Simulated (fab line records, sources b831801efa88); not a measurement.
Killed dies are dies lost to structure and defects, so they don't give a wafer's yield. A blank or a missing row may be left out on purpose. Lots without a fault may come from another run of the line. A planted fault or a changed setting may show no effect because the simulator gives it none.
Which tool did it? | flow gf180mcu | 14 lots, 41 wafers sampled, at 3 steps of a route of 602

WHAT THE GAUGES READ, wafer by wafer
GF_PASSIVATION_THK_MEAS_03. Usual: PASSIVATION_CVD_02_THK 701 nm, standard deviation 14.
lot  | measured     | on            | PASSIVATION_CVD_02_THK (nm) | flag
L745 | day 27 23:34 | film_metro-01 | 699 714                     |
L746 | day 28 03:01 | film_metro-04 | 708 730 720                 |
L748 | day 28 19:08 | film_metro-03 | 688 693 694                 |
L749 | day 29 03:07 | film_metro-03 | 673 698 692                 |
L750 | day 29 10:34 | film_metro-04 | 683 686 684                 |
L751 | day 29 21:37 | film_metro-03 | 711 702 699                 |
L753 | day 30 11:17 | film_metro-03 | 710 726 722                 |
L752 | day 30 10:13 | film_metro-04 | 716 722 708                 |
L754 | day 30 21:46 | film_metro-03 | 688 691 695                 |
L757 | day 31 15:22 | film_metro-01 | 682 698 703                 |
L760 | day 32 08:28 | film_metro-03 | 726 713 739                 |
L761 | day 32 13:13 | film_metro-03 | 691 688 703                 |
L764 | day 33 11:10 | film_metro-01 | 682 695 686                 |
L767 | day 34 08:04 | film_metro-01 | 701 714 713                 |

WHICH TOOL RAN EACH LOT (tool, then ch and the chambers of the sampled wafers, then the start)
lot  | GF_STI_CVD_23                   | GF_V5_SPUTTER_22
L745 | hdpcvd-01 ch 0,2, day 2 04:14   | pvd_sputter-04, day 27 02:17
L746 | hdpcvd-02 ch 0,2, day 2 09:39   | pvd_sputter-02, day 27 05:35
L748 | hdpcvd-01 ch 0,1, day 2 19:04   | pvd_sputter-01, day 27 21:02
L749 | hdpcvd-01 ch 0,1,2, day 3 02:00 | pvd_sputter-01, day 28 06:19
L750 | hdpcvd-02 ch 0,1,2, day 3 05:30 | pvd_sputter-01, day 28 13:35
L751 | hdpcvd-01 ch 0,1, day 3 10:19   | pvd_sputter-04, day 29 00:17
L753 | hdpcvd-02 ch 0,2, day 3 20:17   | pvd_sputter-04, day 29 14:40
L752 | hdpcvd-01 ch 0,1,2, day 3 20:19 | pvd_sputter-01, day 29 13:26
L754 | hdpcvd-02 ch 0,2, day 4 05:47   | pvd_sputter-04, day 30 01:49
L757 | hdpcvd-01 ch 0,1,2, day 4 21:35 | pvd_sputter-01, day 30 20:45
L760 | hdpcvd-01 ch 0,1,2, day 5 09:17 | pvd_sputter-02, day 31 13:28
L761 | hdpcvd-01 ch 0,1,2, day 5 15:50 | pvd_sputter-02, day 31 18:50
L764 | hdpcvd-02 ch 0,2, day 6 06:23   | pvd_sputter-02, day 32 17:19
L767 | hdpcvd-02 ch 0,1,2, day 6 23:21 | pvd_sputter-02, day 33 14:46
- GF_STI_CVD_23: deposits SiO2, target thk 650 nm, time 108.3 s.
- GF_V5_SPUTTER_22: material TiN, target thk 10 nm, time 40 s.

WHAT THE TOOLS THEMSELVES READ (means of the sampled wafers that have a number; where no wafer has one, the mark that the record gives instead)
GF_STI_CVD_23. Usual: susceptor_temp_C 599.97 C, standard deviation 0.27.
lot  | tool      | susceptor_temp_C (C) | flag
L745 | hdpcvd-01 | 599.98               |
L746 | hdpcvd-02 | 599.97               |
L748 | hdpcvd-01 | 600.14               |
L749 | hdpcvd-01 | 600.03               |
L750 | hdpcvd-02 | 599.87               |
L751 | hdpcvd-01 | 600.09               |
L753 | hdpcvd-02 | 599.87               |
L752 | hdpcvd-01 | 599.95               |
L754 | hdpcvd-02 | 600.19               |
L757 | hdpcvd-01 | 600.04               |
L760 | hdpcvd-01 | 599.63               |
L761 | hdpcvd-01 | 600.07               |
L764 | hdpcvd-02 | 599.93               |
L767 | hdpcvd-02 | 600.17               |

GF_V5_SPUTTER_22. Usual: throttle_valve_pct 30.2 %, standard deviation 0.9.
lot  | tool           | throttle_valve_pct (%) | flag
L745 | pvd_sputter-04 | 30.2                   |
L746 | pvd_sputter-02 | 30.0                   |
L748 | pvd_sputter-01 | 30.9                   |
L749 | pvd_sputter-01 | 29.9                   |
L750 | pvd_sputter-01 | 30.4                   |
L751 | pvd_sputter-04 | 29.6                   |
L753 | pvd_sputter-04 | 29.6                   |
L752 | pvd_sputter-01 | 30.8                   |
L754 | pvd_sputter-04 | 29.5                   |
L757 | pvd_sputter-01 | 31.0                   |
L760 | pvd_sputter-02 | 31.0                   |
L761 | pvd_sputter-02 | 30.3                   |
L764 | pvd_sputter-02 | 30.7                   |
L767 | pvd_sputter-02 | 30.4                   |

THE ANSWER, worked out from the rows above alone
Rule: a lot is off if the mean of its wafers that have a number lies more than 3 standard deviations from the usual mean. A lot without any number at a reading at which 4 lots or more have one is off too. The other lots that the step has rows for count as sound. The gauges are gone through in route order, then the tools' own readings, and for those a lot's mean is taken as printed above. The first step at which some lot is off is used, and at that step the reading that is off furthest; a lot without a number counts as furthest.
No lot is off at any reading shown: from this, nothing can be told.

WHAT THE SIMULATOR HAD PUT IN
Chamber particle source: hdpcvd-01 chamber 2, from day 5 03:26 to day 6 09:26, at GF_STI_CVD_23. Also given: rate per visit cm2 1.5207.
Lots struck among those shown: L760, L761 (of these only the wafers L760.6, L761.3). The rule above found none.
